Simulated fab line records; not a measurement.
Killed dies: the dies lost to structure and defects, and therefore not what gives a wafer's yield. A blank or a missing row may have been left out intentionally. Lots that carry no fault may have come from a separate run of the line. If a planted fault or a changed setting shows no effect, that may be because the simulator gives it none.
fab line records | flow sky130
record: lots: 5 wafers: 23
route steps=708 shown METAL5@664 PASSIVATION@687 PAD_OPEN@696
start_h: hours from the record's first day to the start of the lot's first wafer shown | wait_h: hours since the lot's step before | " repeats the value in the row above | L1.1+2: several wafers, shown together as one row | - no value, or no start given | * or withheld: withheld | < > ~ a bound
route shown NAME@n: names a module that has steps shown in the file, with the first one's number in the route | usual: average and standard deviation across the fault-free wafers | same: alike in all rows | chamber/n: place in a boat | sites: readings site by site | _std_site: their standard deviation | _edge_site: the outer-site mean with the inner-site mean subtracted | radius_mm: for every site, how far away it sits from the centre of the wafer | mask NAME#n: copy n | behind: the last tool/chamber to shape the wafer | hold: what put the lot on hold/how long, in hours/how the hold closed | device: names the non-switching transistor (n, p or np) | end of line: at the end of the route, the tests of the same wafers | a step given without rows: its recipe and nothing more | killed: not the wafer's yield, but the dies lost to structure and defects at the first sort | map: a wafer's dies, marking killed ones x, the rest . and places with no die _
set.NAME: the setting that was run; set.NAME@STEP: the one run at that earlier step | model.NAME: the simulator's own value behind a step, which no gauge read
lots with deliberately changed settings; one table per step, one row per wafer
== steps ==
step: SKY_METAL5_SPUTTER_03
recipe: material: Ti target_thk_nm: 5 power_w: 3000 time_s: 3.3 chamber_pressure_pa: 0.4
columns lot.wafer tool chamber start_h wait_h set.power_w model.Ti_of_METAL5_SPUTTER_03.thk_nm
L074.1 pvd_sputter-01 - 1034.52 0.0 3000 5.11
L074.2 " - " " 3000 5.132
L074.3 " - " " 3000 5.062
L074.4 " - " " 3000 5.128
L074.6 " - " " 3000 5.001
L077.1 pvd_sputter-04 - 1034.59 0.0 3312 5.47
L077.2 " - " " 3000 4.843
L077.4 " - " " 3000 4.673
L077.5 " - " " 3312 5.336
L077.6 " - " " 3312 5.327
L075.1 pvd_sputter-02 - 1037.83 0.0 3000 5.137
L075.2 " - " " 3000 5.135
L075.6 " - " " 3000 5.16
L079.1 pvd_sputter-04 - 1039.02 0.0 3000 4.952
L079.2 " - " " 2718 4.352
L079.4 " - " " 2718 4.285
L079.5 " - " " 3000 4.844
L079.6 " - " " 3000 4.962
L083.1 pvd_sputter-01 - 1055.09 0.0 2748 4.667
L083.2 " - " " 3000 4.959
L083.4 " - " " 3000 5.042
L083.5 " - " " 3000 4.908
L083.6 " - " " 2748 4.631
step: SKY_METAL5_METAL_ETCH_15
recipe: target_depth_a: 12600 stop_on: SiO2 over_etch_frac: 0.2 time_s: 252 chemistry: Cl2/BCl3 resist_sidewall_deg: 86 pressure_mtorr: 10 icp_w: 900 bias_w: 48.5 Cl2_flow_sccm: 60 bcl3_flow_sccm: 30
usual: oes_product_au: 0.895/0.0051
columns lot.wafer tool chamber start_h wait_h set.over_etch_frac oes_product_au
L074.1 rie_metal-01 1 1055.76 0.0 0.2 0.892
L074.2 " 0 " " 0.2 0.899
L074.3 " 1 " " 0.2 0.886
L074.4 " 0 " " 0.2 0.900
L074.6 " 1 " " 0.2 0.896
L077.1 rie_metal-04 1 1056.01 0.1 0.2 0.898
L077.2 " 1 " " 0.2 0.892
L077.4 " 1 " " 0.2 0.901
L077.5 " 1 " " 0.2214 0.885
L077.6 " 1 " " 0.2214 0.894
L075.1 rie_metal-01 0 1059.41 0.0 0.2 0.899
L075.2 " 1 " " 0.2 0.891
L075.6 " 0 " " 0.2 0.898
L079.1 rie_metal-03 1 1060.07 0.0 0.2276 0.881
L079.2 " 0 " " 0.2 0.902
L079.4 " 0 " " 0.2276 0.882
L079.5 " 0 " " 0.2276 0.877
L079.6 " 1 " " 0.2 0.891
L083.1 rie_metal-04 0 1076.47 0.0 0.154 0.918
L083.2 " 1 " " 0.2 0.888
L083.4 " 0 " " 0.2 0.895
L083.5 " 1 " " 0.154 0.921
L083.6 " 0 " " 0.154 0.911
step: SKY_PASSIVATION_COAT_06
recipe: spin_rpm: 2000 resist_thk_nm: 3000
columns lot.wafer tool chamber start_h wait_h set.spin_rpm model.coat_of_PASSIVATION_COAT_06.thk_nm
L074.1 litho_track-01 0 1066.18 0.1 2000 3010
L074.2 " 0 " " 2000 2995
L074.3 " 0 " " 2044 2962
L074.4 " 0 " " 2044 2971
L074.6 " 0 " " 2000 2994
L077.1 litho_track-01 0 1066.83 0.1 2000 2996
L077.2 " 0 " " 2000 3009
L077.4 " 0 " " 1936 3040
L077.5 " 0 " " 1936 3049
L077.6 " 0 " " 2000 2989
L075.1 litho_track-01 0 1069.83 0.1 2000 3000
L075.2 " 0 " " 2000 2996
L075.6 " 0 " " 2000 2994
L079.1 litho_track-02 0 1071.56 0.1 2000 2997
L079.2 " 0 " " 2000 3010
L079.4 " 0 " " 2000 3006
L079.5 " 0 " " 2000 3005
L079.6 " 0 " " 2000 3014
L083.1 litho_track-01 0 1087.93 0.1 2000 3004
L083.2 " 0 " " 1906 3077
L083.4 " 0 " " 2000 3011
L083.5 " 0 " " 1906 3082
L083.6 " 0 " " 1906 3083
step: SKY_PASSIVATION_SOFTBAKE_07
recipe: temp_c: 110 time_s: withheld
step: SKY_PASSIVATION_EXPOSE_08
recipe: mask_id: NSM target_cd_nm: 3000 na: 0.57 dose_mj: 260
step: SKY_PASSIVATION_PEB_09
recipe: temp_c: 115 time_s: withheld
step: SKY_PASSIVATION_DEVELOP_10
recipe: develop_time_s: 61.78 dev_temp_c: 23
step: SKY_PASSIVATION_ETCH_11
recipe: chemistry: CF4/O2 target_depth_nm: 725 stop_on: AlCu source_w: 800 bias_w: 150 pressure_mtorr: 150 cf4_flow_sccm: 80 O2_flow_sccm: 10 time_s: 161.1
columns lot.wafer tool chamber start_h wait_h set.spin_rpm@PASSIVATION_COAT_06 model.coat_of_PASSIVATION_COAT_06.thk_nm
L074.1 rie_diel-04 1 1077.41 - 2000 2534
L074.2 " 3 " " 2000 2521
L074.3 " 2 " " 2044 2451
L074.4 " 0 " " 2044 2482
L074.6 " 0 " " 2000 2504
L077.1 rie_diel-01 2 1078.69 - 2000 2526
L077.2 " 3 " " 2000 2509
L077.4 " 1 " " 1936 2559
L077.5 " 3 " " 1936 2547
L077.6 " 2 " " 2000 2519
L075.1 rie_diel-04 2 1081.58 - 2000 2498
L075.2 " 1 " " 2000 2527
L075.6 " 2 " " 2000 2488
L079.1 rie_diel-01 2 1082.76 - 2000 2532
L079.2+6 " 1,0 " " 2000 2533
L079.4 " 3 " " 2000 2511
L079.5 " 3 " " 2000 2509
L083.1 rie_diel-04 0 1098.83 - 2000 2519
L083.2 " 1 " " 1906 2608
L083.4 " 2 " " 2000 2510
L083.5 " 2 " " 1906 2585
L083.6 " 3 " " 1906 2602
step: SKY_PASSIVATION_STRIP_12
recipe: chemistry: O2/N2 power_w: 1400 pressure_mtorr: 1500 platen_temp_c: withheld overash_fraction: 0.7 o2_flow_sccm: 3000 n2_flow_sccm: 300
usual: strip_time_to_endpoint_s: 31.52/0.18
columns lot.wafer tool chamber start_h wait_h set.spin_rpm@PASSIVATION_COAT_06 strip_time_to_endpoint_s
L074.1 plasma_asher-04 1 1077.52 0.1 2000 31.72
L074.2 " 0 " " 2000 31.59
L074.3 " 0 " " 2044 30.74
L074.4 " 1 " " 2044 31.11
L074.6 " 1 " " 2000 31.37
L077.1 plasma_asher-01 0 1078.79 0.1 2000 31.64
L077.2 " 1 " " 2000 31.43
L077.4 " 0 " " 1936 31.99
L077.5 " 0 " " 1936 31.88
L077.6 " 1 " " 2000 31.53
L075.1 plasma_asher-01 0 1081.69 0.1 2000 31.29
L075.2 " 1 " " 2000 31.64
L075.6 " 0 " " 2000 31.18
L079.1 plasma_asher-04 1 1082.87 0.1 2000 31.71
L079.2 " 0 " " 2000 31.72
L079.4 " 0 " " 2000 31.45
L079.5 " 1 " " 2000 31.43
L079.6 " 0 " " 2000 31.74
L083.1 plasma_asher-01 1 1098.94 0.1 2000 31.55
L083.2 " 0 " " 1906 32.57
L083.4 " 1 " " 2000 31.45
L083.5 " 0 " " 1906 32.30
L083.6 " 1 " " 1906 32.50
step: SKY_PAD_OPEN_COAT_02
recipe: spin_rpm: 2000 resist_thk_nm: 3000
columns lot.wafer tool chamber start_h wait_h set.spin_rpm model.coat_of_PAD_OPEN_COAT_02.thk_nm
L074.1+4+6 litho_track-02 0 1087.86 0.1 2000 2995
L074.2 " 0 " " 2000 2985
L074.3 " 0 " " 2000 3000
L077.1 litho_track-02 0 1088.81 0.1 2000 3002
L077.2 " 0 " " 2000 2994
L077.4 " 0 " " 2102 2921
L077.5+6 " 0 " " 2102 2928
L075.1 litho_track-02 0 1090.76 0.1 2000 2992
L075.2 " 0 " " 2000 2995
L075.6 " 0 " " 2000 2987
L079.1 litho_track-02 0 1093.36 0.1 1891 3073
L079.2 " 0 " " 1891 3078
L079.4 " 0 " " 1891 3071
L079.5 " 0 " " 2000 2996
L079.6 " 0 " " 2000 2984
L083.1 litho_track-03 0 1109.39 0.1 1961 3027
L083.2 " 0 " " 1961 3022
L083.4 " 0 " " 2000 3001
L083.5 " 0 " " 2000 2987
L083.6 " 0 " " 2000 3003
== key ==
split: step: SKY_METAL5_SPUTTER_03 setting: power_w stated: 3000 by: wafer
response: step: SKY_METAL5_SPUTTER_03 reading: model.Ti_of_METAL5_SPUTTER_03.thk_nm change: +0.0554 per: 1% r: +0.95
split: step: SKY_METAL5_METAL_ETCH_15 setting: over_etch_frac stated: 0.2 by: wafer
response: step: SKY_METAL5_METAL_ETCH_15 reading: oes_product_au change: -0.00106 per: 1% r: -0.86
split: step: SKY_PASSIVATION_COAT_06 setting: spin_rpm stated: 2000 by: wafer
response: step: SKY_PASSIVATION_COAT_06 reading: model.coat_of_PASSIVATION_COAT_06.thk_nm change: -15.3 per: 1% r: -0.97
response: step: SKY_PASSIVATION_ETCH_11 reading: model.coat_of_PASSIVATION_COAT_06.thk_nm change: -16.8 per: 1% r: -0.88
response: step: SKY_PASSIVATION_STRIP_12 reading: strip_time_to_endpoint_s change: * per: 1% r: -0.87
split: step: SKY_PAD_OPEN_COAT_02 setting: spin_rpm stated: 2000 by: wafer
response: step: SKY_PAD_OPEN_COAT_02 reading: model.coat_of_PAD_OPEN_COAT_02.thk_nm change: -14.8 per: 1% r: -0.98
